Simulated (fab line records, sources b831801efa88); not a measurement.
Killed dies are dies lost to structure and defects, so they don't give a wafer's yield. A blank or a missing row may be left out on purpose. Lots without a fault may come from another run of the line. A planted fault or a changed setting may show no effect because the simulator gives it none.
fab line records | flow sfq_line
record lots=14 wafers=41 last_day=75
route steps=325 shown I7@297
lots that met no fault: from a run of the same line without faults
start_h: hours from the record's first day to the start of the lot's first wafer shown | wait_h: hours since the lot's step before | " the same as in the row above | L1.1+2: a row that stands for several wafers | - no value, or no start given | * or withheld: withheld | < > ~ a bound
route shown NAME@n: a module of which the file shows steps, and the number in the route of the first | usual: mean/standard deviation of fault-free wafers | same: alike in all rows | chamber/n: place in a boat | sites: the reading at each site | _std_site: their standard deviation | _edge_site: outer sites' mean less inner sites' | radius_mm: how far each site lies from the wafer's centre | mask NAME#n: copy n | behind: the tool/chamber that last shaped the wafer | hold: why the lot was held/for how many hours/how that ended | device: the transistor (n, p or np) that didn't switch | end of line: the same wafers' tests at the end of the route | a step without rows: its recipe alone | killed: dies lost to structure and defects at the first sort, not the wafer's yield | map: a wafer's dies, x killed, . not, _ none there
set.NAME: the setting as run; set.NAME@STEP: as run at that earlier step | model.NAME: the simulator's own value behind a step, which no gauge read
steps of the route over a sample of lots; a table a step, a row a wafer
services: from which hour (start_h, from the record's first day; less than 0 if before it) a tool's chamber was out of use, for how many hours, and why
## steps
# step SFQ_TRILAYER_I7_CMP_CMP_184
# recipe material=SiO2 down_force_psi=3 platen_rpm=60 pad_velocity_m_s=0.94248
# usual head_pressure_psi=3.000/0.0069 motor_current_A=10.5/0.98 slurry_filter_dp_kPa=13.51/0.15 time_to_endpoint_s=221/6.6
# columns lot.wafer tool chamber start_h wait_h head_pressure_psi motor_current_A slurry_filter_dp_kPa time_to_endpoint_s
L952.4 cmp-01 3 1511.60 0.5 3.006 13.0 13.41 225
L952.3 " 0 " " 3.007 10.7 13.76 218
L952.5 " 3 1513.60 2.5 3.001 12.4 13.38 228
L953.4 cmp-01 2 1522.60 1.5 2.994 9.2 13.48 228
L953.6 " 0 1523.60 2.5 3.111 11.6 13.97 207
L954.3 cmp-01 2 1526.40 0.5 3.011 9.6 13.34 213
L954.2 " 3 " " 3.007 11.9 13.52 213
L954.1 " 0 " " 3.099 11.1 13.27 203
L955.3 cmp-02 2 1551.88 0.8 3.004 10.2 13.75 229
L955.1 " 1 1553.38 2.3 3.001 10.2 13.68 231
L955.6 " 2 " " 3.003 10.6 13.61 227
L957.4 cmp-02 1 1556.90 1.0 3.010 10.7 13.59 216
L957.2 " 2 " " 3.000 10.3 13.55 220
L957.5 " 0 1558.40 2.5 2.992 10.8 13.47 219
L965.2 cmp-02 0 1586.92 1.1 3.000 10.8 13.59 222
L965.4 " 2 1587.92 2.1 3.003 10.4 13.66 222
L965.6 " 0 1588.92 3.1 3.002 10.9 13.36 232
L966.2 cmp-02 1 1589.92 2.6 2.994 10.6 13.91 216
L966.4 " 2 " " 2.992 10.5 13.56 224
L966.5 " 1 1591.92 4.6 2.989 10.9 13.42 216
L968.2 cmp-02 1 1592.42 2.7 2.993 10.6 13.70 220
L968.6 " 1 1594.42 4.7 3.001 9.9 13.65 229
L968.5 " 2 " " 3.005 10.7 13.75 223
L969.1 cmp-01 1 1596.80 6.1 2.996 9.8 13.72 212
L969.3 " 2 " " 3.008 9.4 13.58 215
L969.5 " 2 1599.30 8.6 3.014 9.6 13.48 221
L970.4 cmp-02 2 1611.92 10.3 2.989 10.7 13.54 227
L970.2 " 3 " " 2.994 9.0 13.37 223
L970.5 " 2 1613.92 12.3 2.996 10.7 13.54 217
L971.3 cmp-02 2 1614.92 7.0 2.999 10.5 13.46 213
L971.2 " 3 " " 2.999 9.6 13.70 222
L971.4 " 0 " " 3.002 10.9 13.55 233
L972.1 cmp-01 3 1615.80 3.6 3.014 12.4 13.32 225
L972.3 " 0 " " 3.003 11.1 13.48 217
L972.6 " 1 " " 2.993 10.2 13.57 228
L973.3 cmp-01 2 1707.72 1.0 2.993 9.5 13.67 228
L973.1 " 3 " " 3.000 12.0 13.52 232
L973.6 " 0 " " 3.005 10.8 13.65 230
L975.1 cmp-02 1 1724.10 4.4 3.001 10.3 13.60 225
L975.3 " 2 " " 2.992 10.4 13.23 226
L975.2 " 3 " " 3.010 9.0 13.41 219
## services
# columns tool chamber start_h hours kind
cmp-01 - 1490.27 1.3 repair
cmp-02 - 1532.03 2.5 repair
cmp-02 - 1544.44 0.8 repair
cmp-02 - 1564.40 1.0 repair
cmp-02 - 1601.42 4.0 pm
cmp-02 - 1605.42 - consumable_replace:conditioner
cmp-02 - 1605.42 - consumable_replace:pad
cmp-02 - 1622.92 4.6 repair
## key
first_sign step=SFQ_TRILAYER_I7_CMP_CMP_184 reading=head_pressure_psi direction=up sigmas=15 usual=3.000 struck=3.105
effect none on later readings
met_at SFQ_TRILAYER_I7_CMP_CMP_184
struck_lots L953,L954
struck_wafers L953.6,L954.1
fault kind=process_parameter_drift tool=cmp-01 chamber=0 onset_h=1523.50 steps=SFQ_TRILAYER_I7_CMP_CMP_184 channel=down_force_psi offset=0.10145 shape=step end_h=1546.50 acts_in=these_recipes_only stated=3
